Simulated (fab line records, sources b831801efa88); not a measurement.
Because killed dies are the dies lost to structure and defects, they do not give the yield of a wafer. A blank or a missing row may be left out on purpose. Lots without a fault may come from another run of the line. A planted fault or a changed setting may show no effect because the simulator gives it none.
The tool behind it: which one? / flow gf180mcu / 24 lots, 72 wafers sampled, at 6 steps of a route of 602

== WHAT EACH GAUGE READ, for each wafer ==
GF_HV_LDD_OVL_MEAS_32. Usual: HV_LDD_02_OVL gives 1.2 nm (standard deviation 1.5).
lot=L074; measured=day 11 10:21; on=overlay-02; HV_LDD_02_OVL (nm)=-0.1 2.5 3.3; flag=
lot=L075; measured=day 11 18:46; on=overlay-01; HV_LDD_02_OVL (nm)=-1.9 0.4 -2.3; flag=
lot=L076; measured=day 12 01:54; on=overlay-02; HV_LDD_02_OVL (nm)=0.0 1.5 1.0; flag=
lot=L077; measured=day 12 09:54; on=overlay-02; HV_LDD_02_OVL (nm)=2.9 1.9 1.1; flag=
lot=L078; measured=day 12 17:18; on=overlay-02; HV_LDD_02_OVL (nm)=2.1 4.3 2.3; flag=
lot=L079; measured=day 13 02:57; on=overlay-01; HV_LDD_02_OVL (nm)=2.5 2.7 3.0; flag=
lot=L080; measured=day 13 10:28; on=overlay-01; HV_LDD_02_OVL (nm)=1.5 0.1 1.7; flag=
lot=L081; measured=day 13 19:15; on=overlay-01; HV_LDD_02_OVL (nm)=1.0 0.9 0.8; flag=
lot=L082; measured=day 14 02:59; on=overlay-02; HV_LDD_02_OVL (nm)=0.3 0.2 0.8; flag=
lot=L083; measured=day 14 14:43; on=overlay-01; HV_LDD_02_OVL (nm)=2.2 2.0 1.9; flag=
lot=L084; measured=day 14 17:55; on=overlay-02; HV_LDD_02_OVL (nm)=2.1 1.9 0.2; flag=
lot=L085; measured=day 15 02:28; on=overlay-01; HV_LDD_02_OVL (nm)=2.8 -0.1 1.3; flag=
lot=L086; measured=day 15 12:33; on=overlay-01; HV_LDD_02_OVL (nm)=0.7 0.4 0.9; flag=
lot=L087; measured=day 15 18:48; on=overlay-01; HV_LDD_02_OVL (nm)=2.2 4.3 3.3; flag=
lot=L088; measured=day 16 02:22; on=overlay-01; HV_LDD_02_OVL (nm)=-0.6 2.2 2.1; flag=
lot=L089; measured=day 16 11:33; on=overlay-01; HV_LDD_02_OVL (nm)=2.2 -1.4 -0.4; flag=
lot=L090; measured=day 16 15:57; on=overlay-01; HV_LDD_02_OVL (nm)=-0.8 0.1 0.9; flag=
lot=L091; measured=day 17 05:44; on=overlay-02; HV_LDD_02_OVL (nm)=-1.4 0.0 -1.2; flag=
lot=L092; measured=day 17 08:39; on=overlay-01; HV_LDD_02_OVL (nm)=1.4 1.1 1.4; flag=
lot=L093; measured=day 17 19:55; on=overlay-01; HV_LDD_02_OVL (nm)=2.4 3.2 4.0; flag=
lot=L094; measured=day 18 04:49; on=overlay-01; HV_LDD_02_OVL (nm)=-0.6 0.3 0.6; flag=
lot=L095; measured=day 18 12:17; on=overlay-01; HV_LDD_02_OVL (nm)=1.0 0.8 -0.8; flag=
lot=L096; measured=day 18 21:12; on=overlay-02; HV_LDD_02_OVL (nm)=1.3 2.0 0.2; flag=
lot=L097; measured=day 18 22:47; on=overlay-01; HV_LDD_02_OVL (nm)=2.1 2.3 2.5; flag=

GF_V2_THK_MEAS_03. Usual: V2_CVD_02_THK gives 848 nm (standard deviation 12).
lot=L074; measured=day 19 02:42; on=filmMetro-01; V2_CVD_02_THK (nm)=845 855 857; flag=
lot=L075; measured=day 19 13:32; on=filmMetro-04; V2_CVD_02_THK (nm)=842 852 865; flag=
lot=L076; measured=day 19 22:33; on=filmMetro-04; V2_CVD_02_THK (nm)=840 855 869; flag=
lot=L077; measured=day 20 08:23; on=filmMetro-04; V2_CVD_02_THK (nm)=843 841 862; flag=
lot=L078; measured=day 20 16:07; on=filmMetro-01; V2_CVD_02_THK (nm)=847 851 857; flag=
lot=L079; measured=day 21 03:12; on=filmMetro-01; V2_CVD_02_THK (nm)=844 865 862; flag=
lot=L080; measured=day 21 12:39; on=filmMetro-04; V2_CVD_02_THK (nm)=841 865 870; flag=
lot=L081; measured=day 21 23:21; on=filmMetro-04; V2_CVD_02_THK (nm)=837 864 852; flag=
lot=L082; measured=day 22 07:56; on=filmMetro-03; V2_CVD_02_THK (nm)=855 842 866; flag=
lot=L083; measured=day 22 18:53; on=filmMetro-01; V2_CVD_02_THK (nm)=849 836 865; flag=
lot=L084; measured=day 22 23:40; on=filmMetro-04; V2_CVD_02_THK (nm)=824 850 841; flag=
lot=L085; measured=day 23 06:52; on=filmMetro-03; V2_CVD_02_THK (nm)=852 864 841; flag=
lot=L086; measured=day 23 18:38; on=filmMetro-04; V2_CVD_02_THK (nm)=856 843 870; flag=
lot=L087; measured=day 24 02:14; on=filmMetro-04; V2_CVD_02_THK (nm)=843 860 863; flag=
lot=L088; measured=day 24 09:06; on=filmMetro-04; V2_CVD_02_THK (nm)=824 851 849; flag=
lot=L089; measured=day 24 18:57; on=filmMetro-04; V2_CVD_02_THK (nm)=831 867 864; flag=
lot=L090; measured=day 25 00:58; on=filmMetro-01; V2_CVD_02_THK (nm)=855 853 877; flag=
lot=L091; measured=day 25 10:47; on=filmMetro-03; V2_CVD_02_THK (nm)=835 851 843; flag=
lot=L092; measured=day 25 16:21; on=filmMetro-03; V2_CVD_02_THK (nm)=836 813 849; flag=
lot=L093; measured=day 26 00:35; on=filmMetro-03; V2_CVD_02_THK (nm)=842 851 850; flag=
lot=L094; measured=day 26 08:31; on=filmMetro-01; V2_CVD_02_THK (nm)=841 843 856; flag=
lot=L095; measured=day 26 10:55; on=filmMetro-04; V2_CVD_02_THK (nm)=852 847 839; flag=
lot=L096; measured=day 26 22:06; on=filmMetro-01; V2_CVD_02_THK (nm)=831 823 841; flag=
lot=L097; measured=day 27 04:46; on=filmMetro-01; V2_CVD_02_THK (nm)=847 840 860; flag=

GF_V2_BOW_MEAS_05. Usual: V2_BOW gives 98 um (standard deviation 7.9).
lot=L074; measured=day 19 03:04; on=filmMetro-01; V2_BOW (um)=110 94 111; flag=
lot=L075; measured=day 19 13:53; on=filmMetro-04; V2_BOW (um)=108 115 117; flag=
lot=L076; measured=day 19 22:55; on=filmMetro-04; V2_BOW (um)=110 89 100; flag=
lot=L077; measured=day 20 08:45; on=filmMetro-04; V2_BOW (um)=97 94 104; flag=
lot=L078; measured=day 20 16:28; on=filmMetro-03; V2_BOW (um)=106 100 108; flag=
lot=L079; measured=day 21 03:34; on=filmMetro-01; V2_BOW (um)=91 97 89; flag=
lot=L080; measured=day 21 13:01; on=filmMetro-03; V2_BOW (um)=95 96 94; flag=
lot=L081; measured=day 21 23:43; on=filmMetro-03; V2_BOW (um)=90 100 82; flag=
lot=L082; measured=day 22 08:20; on=filmMetro-03; V2_BOW (um)=96 101 86; flag=
lot=L083; measured=day 22 19:15; on=filmMetro-03; V2_BOW (um)=107 87 92; flag=
lot=L084; measured=day 23 00:02; on=filmMetro-01; V2_BOW (um)=102 101 99; flag=
lot=L085; measured=day 23 07:14; on=filmMetro-04; V2_BOW (um)=105 105 101; flag=
lot=L086; measured=day 23 19:00; on=filmMetro-04; V2_BOW (um)=98 98 98; flag=
lot=L087; measured=day 24 02:53; on=filmMetro-01; V2_BOW (um)=89 94 85; flag=
lot=L088; measured=day 24 09:28; on=filmMetro-04; V2_BOW (um)=91 95 94; flag=
lot=L089; measured=day 24 19:19; on=filmMetro-03; V2_BOW (um)=103 81 91; flag=
lot=L090; measured=day 25 01:23; on=filmMetro-03; V2_BOW (um)=115 101 94; flag=
lot=L091; measured=day 25 11:08; on=filmMetro-03; V2_BOW (um)=90 100 90; flag=
lot=L092; measured=day 25 16:47; on=filmMetro-01; V2_BOW (um)=99 103 98; flag=
lot=L093; measured=day 26 00:56; on=filmMetro-03; V2_BOW (um)=91 86 102; flag=
lot=L094; measured=day 26 08:53; on=filmMetro-04; V2_BOW (um)=95 96 96; flag=
lot=L095; measured=day 26 11:17; on=filmMetro-04; V2_BOW (um)=108 96 99; flag=
lot=L096; measured=day 26 22:28; on=filmMetro-01; V2_BOW (um)=84 91 103; flag=
lot=L097; measured=day 27 05:07; on=filmMetro-03; V2_BOW (um)=99 105 111; flag=

GF_MIM_THK_MEAS_06. Usual: MIM_CVD_05_THK gives 42.1 nm (standard deviation 0.62).
lot=L074; measured=day 24 06:43; on=filmMetro-04; MIM_CVD_05_THK (nm)=41.6 43.2 43.5; flag=
lot=L075; measured=day 24 17:26; on=filmMetro-04; MIM_CVD_05_THK (nm)=42.3 43.0 43.5; flag=
lot=L076; measured=day 25 02:59; on=filmMetro-04; MIM_CVD_05_THK (nm)=41.4 42.4 41.9; flag=
lot=L077; measured=day 25 11:45; on=filmMetro-02; MIM_CVD_05_THK (nm)=42.3 42.3 42.5; flag=
lot=L078; measured=day 25 18:44; on=filmMetro-01; MIM_CVD_05_THK (nm)=42.7 43.6 43.7; flag=
lot=L079; measured=day 26 04:37; on=filmMetro-02; MIM_CVD_05_THK (nm)=41.7 42.3 42.2; flag=
lot=L080; measured=day 26 10:17; on=filmMetro-04; MIM_CVD_05_THK (nm)=42.0 42.6 42.9; flag=
lot=L081; measured=day 26 20:02; on=filmMetro-02; MIM_CVD_05_THK (nm)=42.4 42.9 42.6; flag=
lot=L082; measured=day 27 03:03; on=filmMetro-01; MIM_CVD_05_THK (nm)=42.5 42.7 42.7; flag=
lot=L083; measured=day 27 14:12; on=filmMetro-04; MIM_CVD_05_THK (nm)=40.9 41.0 41.6; flag=
lot=L084; measured=day 27 18:37; on=filmMetro-02; MIM_CVD_05_THK (nm)=41.9 42.7 42.0; flag=
lot=L085; measured=day 28 01:22; on=filmMetro-02; MIM_CVD_05_THK (nm)=42.3 43.2 42.8; flag=
lot=L086; measured=day 28 12:43; on=filmMetro-04; MIM_CVD_05_THK (nm)=42.2 41.4 43.1; flag=
lot=L087; measured=day 28 20:21; on=filmMetro-01; MIM_CVD_05_THK (nm)=42.1 41.5 41.7; flag=
lot=L088; measured=day 29 01:13; on=filmMetro-02; MIM_CVD_05_THK (nm)=41.3 42.1 41.3; flag=
lot=L089; measured=day 29 10:24; on=filmMetro-01; MIM_CVD_05_THK (nm)=41.8 41.4 42.4; flag=
lot=L090; measured=day 29 12:37; on=filmMetro-02; MIM_CVD_05_THK (nm)=41.3 42.3 42.1; flag=
lot=L091; measured=day 29 22:52; on=filmMetro-02; MIM_CVD_05_THK (nm)=41.6 41.2 42.2; flag=
lot=L092; measured=day 30 04:22; on=filmMetro-01; MIM_CVD_05_THK (nm)=41.1 41.2 42.3; flag=
lot=L093; measured=day 30 09:11; on=filmMetro-01; MIM_CVD_05_THK (nm)=41.3 41.3 41.9; flag=
lot=L094; measured=day 30 17:59; on=filmMetro-04; MIM_CVD_05_THK (nm)=41.3 42.0 42.3; flag=
lot=L095; measured=day 30 19:23; on=filmMetro-04; MIM_CVD_05_THK (nm)=41.5 41.4 42.1; flag=
lot=L096; measured=day 31 06:28; on=filmMetro-04; MIM_CVD_05_THK (nm)=42.5 42.3 42.5; flag=
lot=L097; measured=day 31 11:33; on=filmMetro-02; MIM_CVD_05_THK (nm)=41.8 41.7 42.5; flag=

== TOOL THAT RAN EACH LOT (tool first, then ch and the chambers of the sampled wafers, then the start) ==
lot=L074; GF_M3_METAL_ETCH_16=rieMetal-02 ch 0, day 21 04:47; GF_M4_SPUTTER_03=pvdSputter-04, day 22 07:13
lot=L075; GF_M3_METAL_ETCH_16=rieMetal-03 ch 0,1, day 21 16:08; GF_M4_SPUTTER_03=pvdSputter-04, day 22 18:13
lot=L076; GF_M3_METAL_ETCH_16=rieMetal-03 ch 0, day 22 01:23; GF_M4_SPUTTER_03=pvdSputter-03, day 23 03:14
lot=L077; GF_M3_METAL_ETCH_16=rieMetal-01 ch 0,1, day 22 09:53; GF_M4_SPUTTER_03=pvdSputter-03, day 23 12:11
lot=L078; GF_M3_METAL_ETCH_16=rieMetal-01 ch 0,1, day 22 17:41; GF_M4_SPUTTER_03=pvdSputter-03, day 23 19:52
lot=L079; GF_M3_METAL_ETCH_16=rieMetal-02 ch 0,1, day 23 04:40; GF_M4_SPUTTER_03=pvdSputter-03, day 24 06:00
lot=L080; GF_M3_METAL_ETCH_16=rieMetal-03 ch 0,1, day 23 12:08; GF_M4_SPUTTER_03=pvdSputter-04, day 24 13:27
lot=L081; GF_M3_METAL_ETCH_16=rieMetal-02 ch 0,1, day 23 23:10; GF_M4_SPUTTER_03=pvdSputter-04, day 25 00:02
lot=L082; GF_M3_METAL_ETCH_16=rieMetal-02 ch 0,1, day 24 06:07; GF_M4_SPUTTER_03=pvdSputter-04, day 25 06:39
lot=L083; GF_M3_METAL_ETCH_16=rieMetal-01 ch 0,1, day 24 17:14; GF_M4_SPUTTER_03=pvdSputter-04, day 25 17:41
lot=L084; GF_M3_METAL_ETCH_16=rieMetal-03 ch 0,1, day 24 23:40; GF_M4_SPUTTER_03=pvdSputter-04, day 25 23:31
lot=L085; GF_M3_METAL_ETCH_16=rieMetal-02 ch 0,1, day 25 05:04; GF_M4_SPUTTER_03=pvdSputter-02, day 26 05:32
lot=L086; GF_M3_METAL_ETCH_16=rieMetal-01 ch 0,1, day 25 16:23; GF_M4_SPUTTER_03=pvdSputter-02, day 26 16:31
lot=L087; GF_M3_METAL_ETCH_16=rieMetal-03 ch 0,1, day 26 00:11; GF_M4_SPUTTER_03=pvdSputter-02, day 27 00:25
lot=L088; GF_M3_METAL_ETCH_16=rieMetal-02 ch 0,1, day 26 06:47; GF_M4_SPUTTER_03=pvdSputter-02, day 27 06:40
lot=L089; GF_M3_METAL_ETCH_16=rieMetal-02 ch 1, day 26 15:17; GF_M4_SPUTTER_03=pvdSputter-02, day 27 15:36
lot=L090; GF_M3_METAL_ETCH_16=rieMetal-02 ch 0,1, day 26 20:40; GF_M4_SPUTTER_03=pvdSputter-04, day 27 20:13
lot=L091; GF_M3_METAL_ETCH_16=rieMetal-02 ch 0, day 27 05:46; GF_M4_SPUTTER_03=pvdSputter-04, day 28 05:13
lot=L092; GF_M3_METAL_ETCH_16=rieMetal-02 ch 0, day 27 12:13; GF_M4_SPUTTER_03=pvdSputter-02, day 28 11:07
lot=L093; GF_M3_METAL_ETCH_16=rieMetal-03 ch 0,1, day 27 19:28; GF_M4_SPUTTER_03=pvdSputter-02, day 28 17:20
lot=L094; GF_M3_METAL_ETCH_16=rieMetal-01 ch 0,1, day 28 03:31; GF_M4_SPUTTER_03=pvdSputter-04, day 29 02:13
lot=L095; GF_M3_METAL_ETCH_16=rieMetal-03 ch 0,1, day 28 05:05; GF_M4_SPUTTER_03=pvdSputter-02, day 29 02:44
lot=L096; GF_M3_METAL_ETCH_16=rieMetal-01 ch 0,1, day 28 16:28; GF_M4_SPUTTER_03=pvdSputter-02, day 29 14:56
lot=L097; GF_M3_METAL_ETCH_16=rieMetal-02 ch 0,1, day 28 21:59; GF_M4_SPUTTER_03=pvdSputter-04, day 29 20:08
- GF_M3_METAL_ETCH_16: etches the open film in Cl2/BCl3, stops on SiO2, target depth 750.8 nm, time 125.1 s.
- GF_M4_SPUTTER_03: material Ti, target thk 10 nm, time 6.7 s.

== WHAT THE TOOLS THEMSELVES READ (means of the sampled wafers that have a number; where no wafer has one, the mark that the record gives instead) ==
GF_M3_METAL_ETCH_16. Usual: chamberPressureMTorr 8.000 mTorr, standard deviation 0.0077; drypumpMotorCurrentA 5.30 A, standard deviation 0.27; oesProductAu 0.991 a.u., standard deviation 0.0059; throttleValvePct 28.229 %, standard deviation 0.0095.
lot=L074; tool=rieMetal-02; chamberPressureMTorr (mTorr)=7.996; drypumpMotorCurrentA (A)=5.62; oesProductAu (a.u.)=0.985; throttleValvePct (%)=28.227; flag=
lot=L075; tool=rieMetal-03; chamberPressureMTorr (mTorr)=7.998; drypumpMotorCurrentA (A)=5.23; oesProductAu (a.u.)=0.986; throttleValvePct (%)=28.238; flag=
lot=L076; tool=rieMetal-03; chamberPressureMTorr (mTorr)=8.003; drypumpMotorCurrentA (A)=5.37; oesProductAu (a.u.)=0.984; throttleValvePct (%)=28.243; flag=
lot=L077; tool=rieMetal-01; chamberPressureMTorr (mTorr)=7.994; drypumpMotorCurrentA (A)=5.38; oesProductAu (a.u.)=0.992; throttleValvePct (%)=28.227; flag=
lot=L078; tool=rieMetal-01; chamberPressureMTorr (mTorr)=7.996; drypumpMotorCurrentA (A)=5.38; oesProductAu (a.u.)=0.992; throttleValvePct (%)=28.213; flag=
lot=L079; tool=rieMetal-02; chamberPressureMTorr (mTorr)=8.006; drypumpMotorCurrentA (A)=5.36; oesProductAu (a.u.)=0.993; throttleValvePct (%)=28.222; flag=
lot=L080; tool=rieMetal-03; chamberPressureMTorr (mTorr)=7.996; drypumpMotorCurrentA (A)=5.24; oesProductAu (a.u.)=0.980; throttleValvePct (%)=28.235; flag=
lot=L081; tool=rieMetal-02; chamberPressureMTorr (mTorr)=8.005; drypumpMotorCurrentA (A)=5.38; oesProductAu (a.u.)=0.995; throttleValvePct (%)=28.223; flag=
lot=L082; tool=rieMetal-02; chamberPressureMTorr (mTorr)=7.997; drypumpMotorCurrentA (A)=5.09; oesProductAu (a.u.)=0.996; throttleValvePct (%)=28.224; flag=
lot=L083; tool=rieMetal-01; chamberPressureMTorr (mTorr)=7.996; drypumpMotorCurrentA (A)=5.34; oesProductAu (a.u.)=0.992; throttleValvePct (%)=28.232; flag=
lot=L084; tool=rieMetal-03; chamberPressureMTorr (mTorr)=7.999; drypumpMotorCurrentA (A)=5.30; oesProductAu (a.u.)=0.990; throttleValvePct (%)=28.231; flag=
lot=L085; tool=rieMetal-02; chamberPressureMTorr (mTorr)=8.001; drypumpMotorCurrentA (A)=5.36; oesProductAu (a.u.)=0.993; throttleValvePct (%)=28.216; flag=
lot=L086; tool=rieMetal-01; chamberPressureMTorr (mTorr)=8.006; drypumpMotorCurrentA (A)=5.37; oesProductAu (a.u.)=0.990; throttleValvePct (%)=28.228; flag=
lot=L087; tool=rieMetal-03; chamberPressureMTorr (mTorr)=7.998; drypumpMotorCurrentA (A)=5.31; oesProductAu (a.u.)=0.996; throttleValvePct (%)=28.226; flag=
lot=L088; tool=rieMetal-02; chamberPressureMTorr (mTorr)=8.004; drypumpMotorCurrentA (A)=5.11; oesProductAu (a.u.)=0.994; throttleValvePct (%)=28.227; flag=
lot=L089; tool=rieMetal-02; chamberPressureMTorr (mTorr)=8.003; drypumpMotorCurrentA (A)=4.86; oesProductAu (a.u.)=0.993; throttleValvePct (%)=28.227; flag=
lot=L090; tool=rieMetal-02; chamberPressureMTorr (mTorr)=7.996; drypumpMotorCurrentA (A)=5.37; oesProductAu (a.u.)=0.989; throttleValvePct (%)=28.221; flag=
lot=L091; tool=rieMetal-02; chamberPressureMTorr (mTorr)=7.990; drypumpMotorCurrentA (A)=5.63; oesProductAu (a.u.)=0.991; throttleValvePct (%)=28.221; flag=
lot=L092; tool=rieMetal-02; chamberPressureMTorr (mTorr)=8.012; drypumpMotorCurrentA (A)=5.63; oesProductAu (a.u.)=0.998; throttleValvePct (%)=28.230; flag=
lot=L093; tool=rieMetal-03; chamberPressureMTorr (mTorr)=7.998; drypumpMotorCurrentA (A)=5.24; oesProductAu (a.u.)=0.993; throttleValvePct (%)=28.229; flag=
lot=L094; tool=rieMetal-01; chamberPressureMTorr (mTorr)=8.000; drypumpMotorCurrentA (A)=5.40; oesProductAu (a.u.)=0.993; throttleValvePct (%)=28.238; flag=
lot=L095; tool=rieMetal-03; chamberPressureMTorr (mTorr)=8.002; drypumpMotorCurrentA (A)=5.28; oesProductAu (a.u.)=0.987; throttleValvePct (%)=28.241; flag=
lot=L096; tool=rieMetal-01; chamberPressureMTorr (mTorr)=8.000; drypumpMotorCurrentA (A)=5.40; oesProductAu (a.u.)=0.994; throttleValvePct (%)=28.224; flag=
lot=L097; tool=rieMetal-02; chamberPressureMTorr (mTorr)=7.998; drypumpMotorCurrentA (A)=5.39; oesProductAu (a.u.)=0.984; throttleValvePct (%)=28.229; flag=

GF_M4_SPUTTER_03. Usual: 30.3 % for throttleValvePct, sd 1.1.
lot=L074; tool=pvdSputter-04; throttleValvePct (%)=30.6; flag=
lot=L075; tool=pvdSputter-04; throttleValvePct (%)=30.2; flag=
lot=L076; tool=pvdSputter-03; throttleValvePct (%)=29.4; flag=
lot=L077; tool=pvdSputter-03; throttleValvePct (%)=29.5; flag=
lot=L078; tool=pvdSputter-03; throttleValvePct (%)=29.2; flag=
lot=L079; tool=pvdSputter-03; throttleValvePct (%)=29.3; flag=
lot=L080; tool=pvdSputter-04; throttleValvePct (%)=30.3; flag=
lot=L081; tool=pvdSputter-04; throttleValvePct (%)=30.2; flag=
lot=L082; tool=pvdSputter-04; throttleValvePct (%)=30.5; flag=
lot=L083; tool=pvdSputter-04; throttleValvePct (%)=30.4; flag=
lot=L084; tool=pvdSputter-04; throttleValvePct (%)=29.4; flag=
lot=L085; tool=pvdSputter-02; throttleValvePct (%)=30.4; flag=
lot=L086; tool=pvdSputter-02; throttleValvePct (%)=30.4; flag=
lot=L087; tool=pvdSputter-02; throttleValvePct (%)=30.2; flag=
lot=L088; tool=pvdSputter-02; throttleValvePct (%)=29.9; flag=
lot=L089; tool=pvdSputter-02; throttleValvePct (%)=30.9; flag=
lot=L090; tool=pvdSputter-04; throttleValvePct (%)=31.2; flag=
lot=L091; tool=pvdSputter-04; throttleValvePct (%)=31.3; flag=
lot=L092; tool=pvdSputter-02; throttleValvePct (%)=30.3; flag=
lot=L093; tool=pvdSputter-02; throttleValvePct (%)=30.1; flag=
lot=L094; tool=pvdSputter-04; throttleValvePct (%)=30.3; flag=
lot=L095; tool=pvdSputter-02; throttleValvePct (%)=30.3; flag=
lot=L096; tool=pvdSputter-02; throttleValvePct (%)=30.4; flag=
lot=L097; tool=pvdSputter-04; throttleValvePct (%)=30.3; flag=

== THE ANSWER, worked out from the rows above alone ==
Rule: lot off if the mean of its wafers having a number is beyond 3 standard deviations from the usual mean. Also off: a lot with no number at a reading for which 4 or more lots have one. The other lots that the step has rows for count as sound. The gauges are gone through in route order, then the tools' own readings, and for those a lot's mean is taken as printed above. The first step at which some lot is off is used, and at that step the reading that is off furthest; a lot without a number counts as furthest.
No lot is off at any reading shown: from this, nothing can be told.

== WHAT THE SIMULATOR HAD PUT IN ==
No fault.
